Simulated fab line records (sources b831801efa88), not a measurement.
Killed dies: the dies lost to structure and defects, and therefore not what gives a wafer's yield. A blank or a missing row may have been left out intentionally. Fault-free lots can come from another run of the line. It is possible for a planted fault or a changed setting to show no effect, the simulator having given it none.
fab line records    flow sky130
record lots=15  wafers=45  last_day=50
route steps=708 shown NWELL@75 VT_ADJUST_LVTN@117 SD_N@356 LOCAL_INTERCONNECT@387
lots untouched by any fault: they come from a run of this same line in which no faults occurred
start_h: hours from the record's opening day to when the first of the lot's shown wafers began    wait_h: time in hours since the lot's previous step    " unchanged from the row above    L1.1+2: a single row standing in for several wafers    - no value, or no start was given    * or withheld: withheld    < > ~ a bound
route shown NAME@n: NAME is a module with steps in the file, n the number in the route of the first one    usual: mean and standard deviation over wafers with no fault    same: alike in all rows    chamber/n: place in a boat    sites: the reading at each site    _std_site: the values' standard deviation    _edge_site: outer sites' mean less inner sites'    radius_mm: how far each site lies from the wafer's centre    mask NAME#n: copy n    behind: tool/chamber where the wafer was last shaped    hold: the reason the lot was held/the length of the hold in hours/how it ended    device: the n, p or np transistor that did not switch    end of line: at the end of the route, the tests of the same wafers    a step given without rows: its recipe and nothing more    killed: not the wafer's yield, but the dies lost to structure and defects at the first sort    map: per-die view of a wafer (x killed, . not killed, _ where there is no die)
set.NAME: the setting that was run; set.NAME@STEP: the one run at that earlier step    model.NAME: the simulator's own value behind a step, which no gauge read
one table for each step of the route and one row for each wafer, over a sample of lots
services: when a tool's chamber went out of use (start_h, in hours from the record's first day, below 0 if earlier), for how many hours, and the reason
## steps
# step SKY_NWELL_DEVELOP_22
# recipe wall_angle_deg=90  developer=TMAH  develop_time_s=60  dev_temp_c=23
# usual chill_plate_temp_C=23.00/0.13  develop_time_s=60/0  exhaust_pa=45.1/0.83
lot.wafer  tool            chamber  start_h  wait_h  chill_plate_temp_C  develop_time_s  exhaust_pa
L977.3     litho_track-03  0        105      -       23.20               60              45.1
L977.5     "               0        "        "       23.17               60              44.3
L977.6     "               0        "        "       23.28               60              44.0
L978.1     litho_track-03  0        116      -       22.86               60              46.2
L978.2     "               0        "        "       22.87               60              46.7
L978.5     "               0        "        "       23.02               60              45.9
L979.2     litho_track-03  0        116      -       23.03               60              45.4
L979.3     "               0        117      -       22.92               60              46.6
L979.5     "               0        "        "       22.93               60              46.6
L980.1     litho_track-02  0        122      -       22.92               60              44.5
L980.4     "               0        "        "       22.97               60              44.6
L980.5     "               0        "        "       22.89               60              45.3
L981.1     litho_track-02  0        126      -       22.99               60              45.0
L981.2     "               0        "        "       23.03               60              45.8
L981.5     "               0        "        "       23.02               60              45.2
L982.1     litho_track-01  0        133      -       23.14               60              44.8
L982.2     "               0        "        "       22.98               60              45.9
L982.6     "               0        "        "       23.05               60              45.7
L983.2     litho_track-01  0        143      -       23.10               60              46.2
L983.3     "               0        "        "       23.16               60              46.3
L983.6     "               0        "        "       23.00               60              46.9
L985.3     litho_track-01  0        152      -       22.76               60              44.1
L985.5     "               0        "        "       22.79               60              44.8
L985.6     "               0        "        "       22.95               60              44.3
L986.1     litho_track-03  0        158      -       22.98               60              44.1
L986.2     "               0        "        "       22.94               60              46.2
L986.5     "               0        "        "       23.03               60              44.2
L987.2     litho_track-02  0        164      -       23.04               60              44.2
L987.4     "               0        "        "       22.83               60              44.5
L987.6     "               0        "        "       22.89               60              45.9
L990.1     litho_track-02  -        180      -       -                   -               -
L990.3     "               -        "        "       -                   -               -
L990.4     "               -        "        "       -                   -               -
L991.1     litho_track-02  -        193      -       -                   -               -
L991.2     "               -        "        "       -                   -               -
L991.5     "               -        "        "       -                   -               -
L992.1     litho_track-03  -        198      -       -                   -               -
L992.4     "               -        "        "       -                   -               -
L992.6     "               -        "        "       -                   -               -
L995.2     litho_track-03  0        215      -       23.07               60              46.6
L995.5     "               0        "        "       23.17               60              44.8
L995.6     "               0        "        "       23.12               60              44.7
L100.2     litho_track-01  0        249      -       23.14               60              44.4
L100.3     "               0        "        "       23.14               60              44.3
L100.4     "               0        "        "       23.06               60              45.2
# step SKY_VT_ADJUST_LVTN_STRIP_20
# recipe chemistry=O2/N2  power_w=1400  pressure_mtorr=1500  platen_temp_c=withheld  o2_flow_sccm=3000  n2_flow_sccm=300  overash_fraction=0.5
# usual chamber_pressure_mTorr=1499.8/1.3  drypump_motor_current_A=5.54/0.25  oes_product_au=0.716/0.0051  strip_time_to_endpoint_s=14.17/0.037
lot.wafer  tool             chamber  start_h  wait_h  chamber_pressure_mTorr  drypump_motor_current_A  oes_product_au  rf_hours_counter_h  strip_time_to_endpoint_s
L977.3     plasma_asher-01  0        163.39   0.1     1499.0                  5.61                     0.712           -                   14.13
L977.5     "                1        "        "       1500.9                  5.84                     0.721           -                   14.19
L977.6     "                0        "        "       1500.2                  5.59                     0.712           -                   14.15
L978.1     plasma_asher-02  1        175.26   0.1     1501.7                  5.49                     0.722           6                   14.23
L978.2     "                0        "        "       1498.8                  5.61                     0.722           6                   14.23
L978.5     "                0        "        "       1499.7                  5.63                     0.726           -                   14.15
L979.2     plasma_asher-03  1        177.81   0.1     1499.3                  5.69                     0.708           45                  14.15
L979.3     "                1        "        "       1499.2                  5.69                     0.704           -                   14.18
L979.5     "                1        "        "       1498.4                  5.69                     0.722           -                   14.17
L980.1     plasma_asher-03  1        182.55   0.1     1498.4                  5.71                     0.718           46                  14.14
L980.4     "                1        "        "       1499.6                  5.69                     0.719           -                   14.14
L980.5     "                0        "        "       1500.1                  5.14                     0.703           -                   14.14
L981.1     plasma_asher-01  1        187.60   0.1     1500.5                  5.82                     0.718           50                  14.17
L981.2     "                0        "        "       1498.2                  5.62                     0.720           50                  14.15
L981.5     "                1        "        "       1500.3                  5.85                     0.719           -                   14.18
L982.1     plasma_asher-03  1        197.00   0.1     1501.7                  5.69                     0.714           47                  14.25
L982.2     "                0        "        "       1500.7                  5.13                     0.712           47                  14.20
L982.6     "                0        "        "       1499.9                  5.12                     0.722           -                   14.24
L983.2     plasma_asher-01  1        207.61   0.1     1499.0                  5.84                     0.713           52                  14.19
L983.3     "                0        "        "       1502.9                  5.58                     0.706           -                   14.15
L983.6     "                0        "        "       1496.4                  5.60                     0.718           -                   14.20
L985.3     plasma_asher-03  0        217.37   0.1     1500.8                  5.16                     0.720           -                   14.23
L985.5     "                1        "        "       1499.5                  5.72                     0.713           -                   14.19
L985.6     "                0        "        "       1500.9                  5.16                     0.720           -                   14.17
L986.1     plasma_asher-03  0        224.44   0.1     1498.4                  5.15                     0.715           50                  14.22
L986.2     "                1        "        "       1498.9                  5.69                     0.720           50                  14.23
L986.5     "                1        "        "       1503.0                  5.69                     0.712           -                   14.21
L987.2     plasma_asher-03  1        231.80   0.1     1501.0                  5.69                     0.721           51                  14.15
L987.4     "                0        "        "       1502.3                  5.14                     0.713           -                   14.18
L987.6     "                0        "        "       1497.2                  5.13                     0.719           -                   14.17
L990.1     plasma_asher-02  0        249.92   0.1     1501.5                  5.62                     0.710           13                  14.21
L990.3     "                1        "        "       1500.5                  5.52                     0.708           -                   14.21
L990.4     "                0        "        "       1500.2                  5.65                     0.710           -                   14.19
L991.1     plasma_asher-03  1        261.54   0.1     1499.3                  5.71                     0.717           54                  14.18
L991.2     "                0        "        "       1496.2                  5.16                     0.718           54                  14.18
L991.5     "                0        "        "       1500.1                  5.15                     0.709           -                   14.18
L992.1     plasma_asher-01  0        267.41   0.1     1504.1                  5.58                     0.713           58                  14.17
L992.4     "                0        "        "       1497.9                  5.60                     0.716           -                   14.20
L992.6     "                0        "        "       1498.4                  5.60                     0.707           -                   14.19
L995.2     plasma_asher-01  0        287.06   0.1     1500.4                  5.61                     0.714           60                  14.14
L995.5     "                1        "        "       1500.9                  5.82                     0.714           -                   14.15
L995.6     "                0        "        "       1498.8                  5.65                     0.715           -                   14.15
L100.2     plasma_asher-03  0        324.54   0.1     1500.4                  5.15                     0.717           60                  14.16
L100.3     "                1        "        "       1499.0                  5.69                     0.723           -                   14.13
L100.4     "                0        "        "       1498.3                  5.14                     0.710           -                   14.15
# step SKY_SD_N_RTA_14
# recipe temp_c=1075  time_s=2  idle_temp_c=650  ramp_up_c_per_s=150  ramp_down_c_per_s=90  ambient=N2
# usual lamp_power_pct=15.74/0.053  ramp_up_c_per_s=150.00/0.028  wafer_temp_C_max=1077.9/1.3
lot.wafer  tool           chamber  start_h  wait_h  lamp_power_pct  ramp_up_c_per_s  wafer_temp_C_max
L977.3     rtp_anneal-02  0        642.35   0.0     15.70           150.01           1079.4
L977.5     "              0        "        "       15.73           149.98           1077.0
L977.6     "              0        "        "       15.77           149.98           1079.5
L978.1     rtp_anneal-01  0        658.94   0.0     15.81           149.97           1078.0
L978.2     "              0        "        "       15.70           150.04           1077.7
L978.5     "              0        "        "       15.72           150.03           1077.4
L979.2     rtp_anneal-02  0        661.83   0.0     15.74           150.02           1081.6
L979.3     "              0        "        "       15.77           149.99           1076.8
L979.5     "              0        "        "       15.72           150.03           1077.0
L980.1     rtp_anneal-01  0        671.51   0.0     15.78           150.06           1076.2
L980.4     "              0        "        "       15.75           149.96           1076.9
L980.5     "              0        "        "       15.82           150.02           1079.0
L981.1     rtp_anneal-02  0        675.76   0.0     15.71           150.02           1075.5
L981.2     "              0        "        "       15.73           150.00           1080.8
L981.5     "              0        "        "       15.77           150.02           1076.3
L982.1     rtp_anneal-01  0        704.78   0.0     15.75           150.03           1078.6
L982.2     "              0        "        "       15.80           149.98           1075.9
L982.6     "              0        "        "       15.75           150.01           1079.3
L983.2     rtp_anneal-02  0        707.13   0.0     15.73           149.96           1076.6
L983.3     "              0        "        "       15.75           149.99           1079.2
L983.6     "              0        "        "       15.73           149.98           1078.9
L985.3     rtp_anneal-02  0        713.76   0.0     15.83           150.01           1078.6
L985.5     "              0        "        "       15.77           150.03           1077.5
L985.6     "              0        "        "       15.84           150.04           1076.7
L986.1     rtp_anneal-01  0        739.14   0.0     15.71           150.00           1076.4
L986.2     "              0        "        "       15.76           150.01           1078.1
L986.5     "              0        "        "       15.74           150.00           1077.8
L987.2     rtp_anneal-02  0        742.05   0.0     15.76           150.02           1077.3
L987.4     "              0        "        "       15.66           149.97           1076.8
L987.6     "              0        "        "       15.79           150.01           1076.1
L990.1     rtp_anneal-01  0        762.87   0.0     15.80           150.01           1077.7
L990.3     "              0        "        "       15.72           149.97           1080.0
L990.4     "              0        "        "       15.70           149.98           1078.5
L991.1     rtp_anneal-02  0        764.99   0.0     15.67           149.93           1076.9
L991.2     "              0        "        "       15.73           149.99           1076.9
L991.5     "              0        "        "       15.63           150.00           1078.0
L992.1     rtp_anneal-01  0        771.75   0.0     15.72           150.05           1077.5
L992.4     "              0        "        "       15.80           150.03           1078.8
L992.6     "              0        "        "       15.81           149.93           1079.1
L995.2     rtp_anneal-01  0        793.18   0.0     15.71           150.05           1076.9
L995.5     "              0        "        "       15.78           150.07           1075.7
L995.6     "              0        "        "       15.59           150.01           1077.6
L100.2     rtp_anneal-01  0        830.28   0.0     15.68           150.01           1078.5
L100.3     "              0        "        "       15.65           149.93           1078.8
L100.4     "              0        "        "       15.89           149.98           1079.6
# step SKY_LOCAL_INTERCONNECT_SPUTTER_00
# recipe material=TiN  target_thk_nm=100  temp_c=300  power_w=6500  time_s=83.3  chamber_pressure_pa=0.4
# usual throttle_valve_pct=29.9/0.77
lot.wafer  tool            chamber  start_h  wait_h  throttle_valve_pct
L977.3     pvd_sputter-04  -        673.83   0.1     28.7
L977.5     "               -        "        "       30.7
L977.6     "               -        "        "       28.9
L978.1     pvd_sputter-03  -        690.00   0.2     30.0
L978.2     "               -        "        "       29.1
L978.5     "               -        "        "       29.2
L979.2     pvd_sputter-01  -        692.38   0.2     29.4
L979.3     "               -        "        "       31.4
L979.5     "               -        "        "       30.7
L980.1     pvd_sputter-04  -        702.77   0.1     29.2
L980.4     "               -        "        "       30.4
L980.5     "               -        "        "       30.3
L981.1     pvd_sputter-01  -        706.65   0.2     31.3
L981.2     "               -        "        "       30.1
L981.5     "               -        "        "       30.1
L982.1     pvd_sputter-03  -        734.79   0.2     29.8
L982.2     "               -        "        "       29.4
L982.6     "               -        "        "       28.9
L983.2     pvd_sputter-03  -        736.80   0.1     29.8
L983.3     "               -        "        "       29.9
L983.6     "               -        "        "       29.3
L985.3     pvd_sputter-04  -        743.43   0.2     30.3
L985.5     "               -        "        "       30.9
L985.6     "               -        "        "       28.9
L986.1     pvd_sputter-03  -        768.65   0.1     29.8
L986.2     "               -        "        "       28.9
L986.5     "               -        "        "       30.2
L987.2     pvd_sputter-04  -        771.75   0.2     30.3
L987.4     "               -        "        "       31.1
L987.6     "               -        "        "       30.2
L990.1     pvd_sputter-03  -        792.42   0.1     29.1
L990.3     "               -        "        "       29.9
L990.4     "               -        "        "       29.0
L991.1     pvd_sputter-01  -        794.49   0.2     30.3
L991.2     "               -        "        "       30.6
L991.5     "               -        "        "       30.5
L992.1     pvd_sputter-01  -        801.34   0.2     31.4
L992.4     "               -        "        "       29.4
L992.6     "               -        "        "       31.3
L995.2     pvd_sputter-04  -        821.77   0.2     29.1
L995.5     "               -        "        "       28.9
L995.6     "               -        "        "       30.5
L100.2     pvd_sputter-03  -        857.97   0.1     29.7
L100.3     "               -        "        "       29.3
L100.4     "               -        "        "       29.7
## services
tool             chamber  start_h  hours  kind
plasma_asher-03  -        90.41    38.8   repair
pvd_sputter-04   -        121.83   1.1    repair
pvd_sputter-01   -        164.18   2.7    repair
pvd_sputter-04   -        184.01   2.6    repair
pvd_sputter-01   -        189.41   4.5    repair
plasma_asher-01  -        231.80   2.8    pm
pvd_sputter-03   -        276.65   0.5    repair
pvd_sputter-03   -        327.94   2.6    repair
plasma_asher-03  -        338.38   0.4    repair
rtp_anneal-01    -        342.53   4.2    pm
plasma_asher-03  -        402.84   3.4    repair
plasma_asher-01  -        421.35   9.0    pm
pvd_sputter-04   -        429.50   1.0    repair
plasma_asher-01  -        446.51   1.3    repair
pvd_sputter-03   -        519.15   7.4    repair
plasma_asher-01  -        594.49   1.9    repair
plasma_asher-03  -        605.77   6.0    repair
rtp_anneal-02    -        622.84   3.8    pm
pvd_sputter-03   -        646.67   2.2    repair
pvd_sputter-03   -        665.07   3.1    repair
pvd_sputter-03   -        667.37   4.6    repair
pvd_sputter-04   -        688.44   4.2    repair
plasma_asher-03  -        733.75   9.0    pm
pvd_sputter-04   -        765.51   4.3    repair
## key
first_sign step=SKY_NWELL_DEVELOP_22  reading=tool_record  direction=missing
effect none on later readings
met_at SKY_NWELL_DEVELOP_22
struck_lots L990,L991,L992
sort_left_out L990.1,L990.3,L990.4,L991.1,L991.2,L991.5,L992.1,L992.4,L992.6
tester_left_out L990,L991,L992
not_acting_at SKY_VT_ADJUST_LVTN_STRIP_20,SKY_SD_N_RTA_14,SKY_LOCAL_INTERCONNECT_SPUTTER_00
onset_between 164 180
fault kind=skipped_step_whole  tool=litho_track-02,litho_track-03  chamber=-  onset_h=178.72  steps=SKY_NWELL_DEVELOP_22  scope=struck_lots_only
# tester_left_out: of these lots the tester's yield and bins aren't shown, on N5 and GAA mostly nor the transistor test; their killed dies are dies lost to structure and defects alone, not to doping, threshold or leakage, so they don't give the yield
# sort_left_out: the simulated sort isn't trusted on such a fault, so these wafers' sort isn't shown, and their yield isn't known
